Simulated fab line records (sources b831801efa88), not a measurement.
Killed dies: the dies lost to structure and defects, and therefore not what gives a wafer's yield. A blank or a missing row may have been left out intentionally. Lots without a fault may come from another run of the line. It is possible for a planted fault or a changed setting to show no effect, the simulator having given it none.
fab line records	flow sfq_line
record lots=6	wafers=18	last_day=92
route steps=325 shown I2@111 M3@118
lots that met no fault: from a run of the same line without faults
start_h: start of the lot's first displayed wafer, in hours after the record's first day	wait_h: time in hours since the lot's previous step	" repeats the value in the row above	L1.1+2: several wafers, shown together as one row	- no value, or no start given	* or withheld: withheld	< > ~ a bound
route shown NAME@n: a module of which the file shows steps, and the number in the route of the first	usual: mean and standard deviation over wafers with no fault	same: alike in all rows	chamber/n: place in a boat	sites: each site's reading	_std_site: how widely they spread, as a standard deviation	_edge_site: inner sites' mean taken away from outer sites' mean	radius_mm: how far each site lies from the wafer's centre	mask NAME#n: copy n	behind: the most recent tool/chamber to have shaped the wafer	hold: reason for holding the lot/hours on hold/outcome of the hold	device: the n, p or np transistor that did not switch	end of line: tests of these same wafers at the route's end	a step given without rows: its recipe and nothing more	killed: not the wafer's yield, but the dies lost to structure and defects at the first sort	map: the dies of a wafer, with x for killed, . for not killed, _ for no die there
set.NAME: the run value of the setting; set.NAME@STEP: its run value at that earlier step	model.NAME: the simulator's own value behind a step, which no gauge read
certain route steps with their lots: each step a table, each wafer a row
services: the hour from which a tool's chamber was out of use, counted from the record's first day as start_h (under 0 if before that day), plus the number of hours and why
## steps
# step SFQ_TRILAYER_I2_VIA_LITHO_PEB_070
# recipe peb_temp_c=115	peb_time_s=60	resist=KrF
# step SFQ_TRILAYER_I2_VIA_LITHO_DEVELOP_069
# recipe time_s=60	resist=KrF
# step SFQ_I2_OVL_MEAS_918
# usual I2_OVL=-1/6.7
lot.wafer	tool	chamber	start_h	wait_h	I2_OVL[nm]
L434.2	overlay-02	-	517.12	0.1	7
L434.4	"	-	"	"	7
L434.6	"	-	"	"	9
L442.1	overlay-01	-	844.51	0.1	12
L442.2	"	-	"	"	-6
L442.4	"	-	"	"	-9
L445.1	overlay-02	-	864.91	0.1	13
L445.4	"	-	"	"	-2
L445.6	"	-	"	"	3
L447.1	overlay-02	-	889.81	0.1	-7
L447.4	"	-	"	"	3
L447.6	"	-	"	"	4
L451.1	overlay-02	-	915.40	0.1	5
L451.3	"	-	"	"	1
L451.4	"	-	"	"	5
L453.2	overlay-02	-	925.01	0.1	-15
L453.3	"	-	"	"	-11
L453.4	"	-	"	"	-12
# step SFQ_TRILAYER_I2_VIA_BARC_OPEN_VIA_ETCH_096
# recipe mask_material=PR	chemistry=O2	target_depth_nm=125	target=BARC	source_w=500	bias_w=80	pressure_mtorr=30	time_s=41.7
# usual drypump_motor_current_A=6.0/0.59	oes_product_au=0.685/0.0051
lot.wafer	tool	chamber	start_h	wait_h	drypump_motor_current_A	oes_product_au	rf_hours_counter_h
L434.2	rie_diel-02	3	517.15	0.0	5.6	0.676	4
L434.4	"	0	"	"	5.1	0.686	4
L434.6	"	0	"	"	5.1	0.688	-
L442.1	rie_diel-01	3	844.55	0.0	6.5	0.693	9
L442.2	"	0	"	"	6.0	0.689	33
L442.4	"	0	"	"	6.0	0.682	-
L445.1	rie_diel-03	1	864.95	0.0	5.7	0.688	10
L445.4	"	2	"	"	5.7	0.687	14
L445.6	"	2	"	"	5.8	0.687	-
L447.1	rie_diel-02	1	889.84	0.0	5.8	0.684	17
L447.4	"	3	"	"	5.6	0.688	9
L447.6	"	1	"	"	5.7	0.690	-
L451.1	rie_diel-01	3	915.44	0.0	6.4	0.681	11
L451.3	"	1	"	"	6.7	0.678	17
L451.4	"	2	"	"	5.0	0.689	1
L453.2	rie_diel-02	0	925.04	0.0	5.0	0.702	10
L453.3	"	3	"	"	5.6	0.686	10
L453.4	"	1	"	"	5.7	0.680	18
# step SFQ_TRILAYER_I2_VIA_ETCH_VIA_ETCH_070
# recipe target=SiO2	stop_on=Nb	mask_material=PR	taper_deg=20	chemistry=CHF3	target_depth_nm=260	source_w=500	bias_w=80	pressure_mtorr=30	time_s=withheld
# usual drypump_motor_current_A=6.0/0.59	oes_product_au=0.856/0.0057
lot.wafer	tool	chamber	start_h	wait_h	drypump_motor_current_A	oes_product_au
L434.2	rie_diel-02	3	517.19	0.0	5.5	0.860
L434.4	"	0	"	"	5.0	0.851
L434.6	"	0	"	"	5.1	0.854
L442.1	rie_diel-01	3	844.59	0.0	6.5	0.859
L442.2	"	0	"	"	6.0	0.860
L442.4	"	0	"	"	6.0	0.856
L445.1	rie_diel-03	1	864.99	0.0	5.7	0.853
L445.4	"	2	"	"	5.8	0.853
L445.6	"	2	"	"	5.8	0.860
L447.1	rie_diel-02	1	889.88	0.0	5.8	0.849
L447.4	"	3	"	"	5.6	0.863
L447.6	"	1	"	"	5.8	0.851
L451.1	rie_diel-01	3	915.48	0.0	6.4	0.854
L451.3	"	1	"	"	6.7	0.862
L451.4	"	2	"	"	5.0	0.859
L453.2	rie_diel-02	0	925.08	0.0	5.0	0.864
L453.3	"	3	"	"	5.6	0.839
L453.4	"	1	"	"	5.8	0.848
# step SFQ_TRILAYER_I2_VIA_STRIP_STRIP_071
# recipe gas=O2	power_w=200	platen_temp_c=40	overash_fraction=0.65	chemistry=O2	pressure_mtorr=50
# usual drypump_motor_current_A=5.3/0.32	oes_product_au=1.001/0.013
lot.wafer	tool	chamber	start_h	wait_h	drypump_motor_current_A	oes_product_au	rf_hours_counter_h
L434.2	rie_metal-01	1	517.30	-	5.4	1.014	117
L434.4	"	0	"	"	5.8	0.983	-
L434.6	"	1	"	"	5.4	1.012	-
L442.1	rie_metal-01	1	844.70	-	5.4	1.013	18
L442.2	"	1	"	"	5.4	1.014	-
L442.4	"	1	"	"	5.4	1.016	-
L445.1	rie_metal-02	1	865.10	-	4.7	1.013	81
L445.4	"	1	"	"	4.7	1.016	-
L445.6	"	0	"	"	5.6	0.997	-
L447.1	rie_metal-01	0	889.99	-	5.8	0.995	4
L447.4	"	1	"	"	5.4	1.018	-
L447.6	"	0	"	"	5.8	0.989	-
L451.1	rie_metal-01	1	915.59	-	5.4	1.018	30
L451.3	"	0	"	"	5.8	1.005	-
L451.4	"	1	"	"	5.4	1.020	-
L453.2	rie_metal-02	0	925.19	-	5.7	0.982	85
L453.3	"	1	"	"	4.7	1.002	-
L453.4	"	0	"	"	5.6	0.993	-
# step SFQ_TRILAYER_I2_VIA_STRIP_SOLV_CLEAN_072
# recipe chemistry=NMP	temp_c=70	time_s=600
# step SFQ_TRILAYER_M3_DEP_PRE_CLEAN_074
# recipe gas=Ar	time_s=22.5	bias_v=250
# step SFQ_TRILAYER_M3_DEP_SPUTTER_073
# recipe material=Nb	base_pressure_pa=1.33e-06	chamber_pressure_pa=0.1333	substrate_temp_c=20	resputter_cathode_voltage_v=400	target_thk_nm=200	power_w=2000	time_s=133.3
# usual throttle_valve_pct=30.0/0.77
lot.wafer	tool	chamber	start_h	wait_h	throttle_valve_pct
L434.2	pvd_sputter-03	-	518.12	0.0	30.1
L434.4	"	-	"	"	29.2
L434.6	"	-	"	"	31.1
L442.1	pvd_sputter-03	-	846.11	0.0	29.3
L442.2	"	-	"	"	30.2
L442.4	"	-	"	"	30.7
L445.1	pvd_sputter-05	-	865.92	0.0	29.5
L445.4	"	-	"	"	29.5
L445.6	"	-	"	"	29.2
L447.1	pvd_sputter-05	-	890.80	0.0	29.7
L447.4	"	-	"	"	29.7
L447.6	"	-	"	"	29.6
L451.1	pvd_sputter-05	-	916.39	0.0	29.4
L451.3	"	-	"	"	29.4
L451.4	"	-	"	"	29.2
L453.2	pvd_sputter-06	-	925.99	0.0	28.8
L453.3	"	-	"	"	30.6
L453.4	"	-	"	"	30.5
# step SFQ_M3_RS_MEAS_919
# recipe thk_meas_gauge=four-point-probe	reads=Nb_of_TRILAYER_M3_DEP_SPUTTER_073
# usual M3_NB_RS=0.890/0.0097
lot.wafer	tool	chamber	start_h	wait_h	M3_NB_RS[ohm/sq]
L434.2	film_metro-01	-	518.23	0.1	0.878
L434.4	"	-	"	"	0.891
L434.6	"	-	"	"	0.890
L442.1	film_metro-01	-	846.20	0.0	0.876
L442.2	"	-	"	"	0.877
L442.4	"	-	"	"	0.885
L445.1	film_metro-01	-	866.01	0.0	0.894
L445.4	"	-	"	"	0.889
L445.6	"	-	"	"	0.892
L447.1	film_metro-02	-	890.89	0.0	0.892
L447.4	"	-	"	"	0.897
L447.6	"	-	"	"	0.903
L451.1	film_metro-02	-	916.48	0.0	0.886
L451.3	"	-	"	"	0.883
L451.4	"	-	"	"	0.886
L453.2	film_metro-03	-	926.10	0.1	0.889
L453.3	"	-	"	"	0.866
L453.4	"	-	"	"	0.871
# step SFQ_TRILAYER_M3_LITHO_COAT_080
# recipe resist=BARC	spin_rpm=3000	resist_thk_nm=62
# step SFQ_TRILAYER_M3_LITHO_COAT_075
# recipe resist=KrF	spin_rpm=3000	resist_thk_nm=600
# usual chill_plate_temp_C=22.99/0.11	spin_speed_rpm=3000.1/2.2
lot.wafer	tool	chamber	start_h	wait_h	chill_plate_temp_C	spin_speed_rpm	model.KrF_of_TRILAYER_M3_LITHO_COAT_075.thk_nm
L434.2	litho_track-02	0	518.74	0.2	23.01	3005.4	602.2
L434.4	"	0	"	"	22.87	2999.1	600
L434.6	"	0	"	"	23.00	3000.8	600
L442.1	litho_track-04	0	846.68	0.2	22.97	3000.2	602.3
L442.2	"	0	"	"	22.99	3001.7	602.6
L442.4	"	0	"	"	22.80	3001.0	601.8
L445.1	litho_track-02	0	866.49	0.2	22.90	2946.7	607
L445.4	"	0	"	"	22.97	2941.1	606.7
L445.6	"	0	"	"	22.88	2943.4	606.8
L447.1	litho_track-02	0	891.37	0.2	23.06	2942.2	607.5
L447.4	"	0	"	"	23.02	2942.0	605.3
L447.6	"	0	"	"	23.21	2944.1	606
L451.1	litho_track-01	0	916.96	0.2	22.97	2999.5	599.4
L451.3	"	0	"	"	22.96	2997.7	600.5
L451.4	"	0	"	"	23.10	3001.6	600.9
L453.2	litho_track-04	0	926.61	0.2	23.06	2997.8	597.8
L453.3	"	0	"	"	22.98	3001.0	599
L453.4	"	0	"	"	22.88	2997.7	596.8
# step SFQ_TRILAYER_M3_LITHO_SOFTBAKE_079
# recipe temp_c=withheld	time_s=withheld	resist=KrF
# step SFQ_TRILAYER_M3_LITHO_EXPOSE_076
# recipe mask_id=M3	na=0.6	source_shape=conventional	sigma_outer=0.65	target_cd_nm=500	dose_mj=14.4
# step SFQ_TRILAYER_M3_LITHO_PEB_078
# recipe peb_temp_c=115	peb_time_s=60	resist=KrF
# step SFQ_TRILAYER_M3_LITHO_DEVELOP_077
# recipe time_s=60	resist=KrF
# step SFQ_M3_OVL_MEAS_921
# usual M3_OVL=2/5.5
lot.wafer	tool	chamber	start_h	wait_h	M3_OVL[nm]
L434.2	overlay-01	-	669.20	0.1	4
L434.4	"	-	"	"	0
L434.6	"	-	"	"	0
L442.1	overlay-02	-	848.76	0.1	0
L442.2	"	-	"	"	6
L442.4	"	-	"	"	7
L445.1	overlay-01	-	868.55	0.1	7
L445.4	"	-	"	"	6
L445.6	"	-	"	"	3
L447.1	overlay-01	-	905.01	0.1	-2
L447.4	"	-	"	"	3
L447.6	"	-	"	"	2
L451.1	overlay-02	-	922.69	0.1	7
L451.3	"	-	"	"	12
L451.4	"	-	"	"	5
L453.2	overlay-01	-	934.39	0.1	-2
L453.3	"	-	"	"	7
L453.4	"	-	"	"	2
# step SFQ_TRILAYER_M3_BARC_OPEN_METAL_ETCH_100
# recipe mask_material=PR	chemistry=O2	target_depth_nm=125	target=BARC	icp_w=600	bias_w=80	pressure_mtorr=10	time_s=41.7
# usual drypump_motor_current_A=5.4/0.39	oes_product_au=0.686/0.0045
lot.wafer	tool	chamber	start_h	wait_h	drypump_motor_current_A	oes_product_au	rf_hours_counter_h	model.KrF_of_TRILAYER_M3_LITHO_COAT_075.thk_nm
L434.2	rie_metal-02	0	669.23	0.0	5.7	0.690	45	525.4
L434.4	"	0	"	"	5.7	0.687	-	523.3
L434.6	"	1	"	"	4.7	0.689	-	521.8
L442.1	rie_metal-02	1	848.80	0.0	4.7	0.696	79	524
L442.2	"	0	"	"	5.7	0.685	73	525.6
L442.4	"	0	"	"	5.6	0.687	-	525.2
L445.1	rie_metal-01	0	868.59	0.0	5.9	0.683	1	531.4
L445.4	"	1	"	"	5.4	0.692	-	528.6
L445.6	"	0	"	"	5.9	0.684	-	530.7
L447.1	rie_metal-03	0	905.05	0.0	5.2	0.683	75	531.5
L447.4	"	0	"	"	5.3	0.689	-	529
L447.6	"	1	"	"	5.5	0.682	-	527.8
L451.1	rie_metal-02	0	922.72	0.0	5.7	0.681	84	524.2
L451.3	"	0	"	"	5.7	0.678	-	525.4
L451.4	"	1	"	"	4.7	0.686	-	522.6
L453.2	rie_metal-02	0	934.42	0.0	5.7	0.688	85	522.7
L453.3	"	1	"	"	4.7	0.691	-	521.5
L453.4	"	0	"	"	5.7	0.680	-	521.7
# step SFQ_TRILAYER_M3_ETCH_METAL_ETCH_078
# recipe target=Nb	stop_on=SiO2	mask_material=PR	chemistry=Cl2/Ar	target_depth_nm=240	icp_w=600	bias_w=80	pressure_mtorr=10	time_s=120
# usual drypump_motor_current_A=5.4/0.39	oes_product_au=0.894/0.0078
lot.wafer	tool	chamber	start_h	wait_h	drypump_motor_current_A	oes_product_au	rf_hours_counter_h
L434.2	rie_metal-02	0	669.29	0.0	5.7	0.899	45
L434.4	"	0	"	"	5.7	0.894	-
L434.6	"	1	"	"	4.7	0.892	-
L442.1	rie_metal-02	1	848.86	0.0	4.7	0.902	79
L442.2	"	0	"	"	5.7	0.903	73
L442.4	"	0	"	"	5.7	0.902	-
L445.1	rie_metal-01	0	868.65	0.0	5.9	0.896	1
L445.4	"	1	"	"	5.4	0.893	-
L445.6	"	0	"	"	5.9	0.899	-
L447.1	rie_metal-03	0	905.11	0.0	5.2	0.897	75
L447.4	"	0	"	"	5.2	0.890	-
L447.6	"	1	"	"	5.6	0.872	-
L451.1	rie_metal-02	0	922.78	0.0	5.6	0.892	84
L451.3	"	0	"	"	5.7	0.900	-
L451.4	"	1	"	"	4.7	0.897	-
L453.2	rie_metal-02	0	934.48	0.0	5.7	0.897	86
L453.3	"	1	"	"	4.7	0.917	-
L453.4	"	0	"	"	5.7	0.902	-
## services
tool	chamber	start_h	hours	kind
pvd_sputter-05	-	494.04	4.0	repair
rie_diel-01	0	494.95	4.3	repair
rie_diel-03	3	497.33	2.5	repair
pvd_sputter-05	-	500.02	2.7	repair
pvd_sputter-05	-	506.00	7.6	repair
rie_diel-02	-	530.02	0.8	repair
rie_diel-02	3	535.09	43.6	repair
pvd_sputter-05	-	580.30	2.4	repair
rie_diel-02	3	603.57	7.3	repair
rie_diel-01	-	617.72	1.0	repair
rie_diel-02	1	640.05	13.9	repair
rie_metal-01	-	650.00	2.8	pm
rie_diel-02	0	705.09	30.5	repair
pvd_sputter-05	-	707.21	2.0	repair
rie_diel-02	-	722.66	0.2	repair
pvd_sputter-05	-	724.28	5.8	repair
rie_diel-02	2	732.16	2.9	repair
rie_diel-01	2	756.80	32.3	repair
rie_diel-02	1	768.71	4.1	repair
rie_diel-01	0	811.53	7.0	repair
rie_diel-01	2	813.23	23.1	repair
rie_diel-01	2	842.64	50.4	repair
rie_diel-02	2	872.78	13.6	repair
rie_metal-02	-	917.96	2.8	pm
## key
first_sign step=SFQ_TRILAYER_M3_LITHO_COAT_075	reading=spin_speed_rpm	direction=down	sigmas=26	usual=3000.1	struck=2943.2
effect none on later readings
model_effect step=SFQ_TRILAYER_M3_LITHO_COAT_075	value=KrF_of_TRILAYER_M3_LITHO_COAT_075.thk_nm	without=600.8	struck=606.6
model_effect step=SFQ_TRILAYER_M3_BARC_OPEN_METAL_ETCH_100	value=KrF_of_TRILAYER_M3_LITHO_COAT_075.thk_nm	without=524.1	struck=529.8
met_at SFQ_TRILAYER_M3_LITHO_COAT_075
struck_wafers L445.1,L445.4,L445.6,L447.1,L447.4,L447.6
onset_between 518.74 866.49
fault kind=process_parameter_drift	tool=litho_track-02	chamber=-	onset_h=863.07	steps=SFQ_TRILAYER_M3_LITHO_COAT_075	channel=spin_rpm	offset=-56.412	shape=step	end_h=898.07	acts_in=these_recipes_only	stated=3000
